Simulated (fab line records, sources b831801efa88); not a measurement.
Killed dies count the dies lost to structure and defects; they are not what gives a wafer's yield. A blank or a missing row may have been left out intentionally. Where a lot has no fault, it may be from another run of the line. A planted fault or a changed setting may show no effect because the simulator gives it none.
2 desks, one fault    flow sky130    what lay behind the numbers comes last; until then each desk has only its own

## TOOL OWNER'S DESK, hdpcvd-02
The tool's own readings at SKY_VIA3_HDPCVD_00 (deposits SiO2, target thk 1635 nm, time 272.5 s): means of the sampled wafers that have a number, for each lot that ran on this tool. Any lot whose mean is over 4 standard deviations away from the usual mean is out of limits and marked OUT; that distance is given in the brackets.
Columns: A = run-length-s at SKY_VIA3_HDPCVD_00, usual 300.5 s
lot   first seen here  A
L654  day 38 09:40     300.1
L658  day 43 01:10     300.4
L660  day 43 02:14     300.5
L663  day 43 03:29     291.9 (-17) OUT
L664  day 43 05:11     295.2 (-11) OUT
This desk's verdict: out of limits on L663, L664, starting with L663 at day 43 03:29 (run-length-s at SKY_VIA3_HDPCVD_00). Within limits: L654, L658, L660.

## METROLOGY DESK
Lot by lot, what the gauges showed, no matter which tool ran the lot: averages of those sampled wafers that carry a number. Any lot whose mean is over 4 standard deviations away from the usual mean is out of limits and marked OUT; that distance is given in the brackets.
Columns: A = METAL3_OVL at SKY_METAL3_OVL_MEAS_14, usual 2 nm; B = cd-nm at SKY_VIA3_CD_MEAS_12, usual 199.6 nm
lot   first seen here  A   B
L655  day 38 07:26     2   197.8
L654  day 38 08:41     0   201.3
L656  day 39 21:22     0   200.8
L657  day 39 23:05     6   198.9
L658  day 43 00:13     -2  198.9
L660  day 43 01:17     4   200.1
L659  day 43 02:11     2   201.3
L663  day 43 02:32     4   201.9
L664  day 43 04:14     3   200.4
L670  day 43 10:28     -0  198.4
L672  day 43 11:58     3   198.6
L674  day 43 21:29     13  200.5
This desk's finding: nothing out of limits on any of the 12 lots.

## PUT TOGETHER
On L663, L664, at day 43 03:29, an alarm was possible from the tool owner's desk.
Metrology desk: nothing out of limits seen.
The metrology desk holds a record of L663, L664, inside its limits.
All the named lots went through SKY_VIA3_HDPCVD_00 on hdpcvd-02.

## WHAT WAS PUT IN BY THE SIMULATOR
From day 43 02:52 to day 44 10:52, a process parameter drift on hdpcvd-02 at SKY_VIA3_HDPCVD_00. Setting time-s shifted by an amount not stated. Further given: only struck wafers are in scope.
Lots struck among those shown: L663, L664.
How many hours passed from the start of the fault until each desk's first out-of-limits reading: the tool owner's desk, 1.
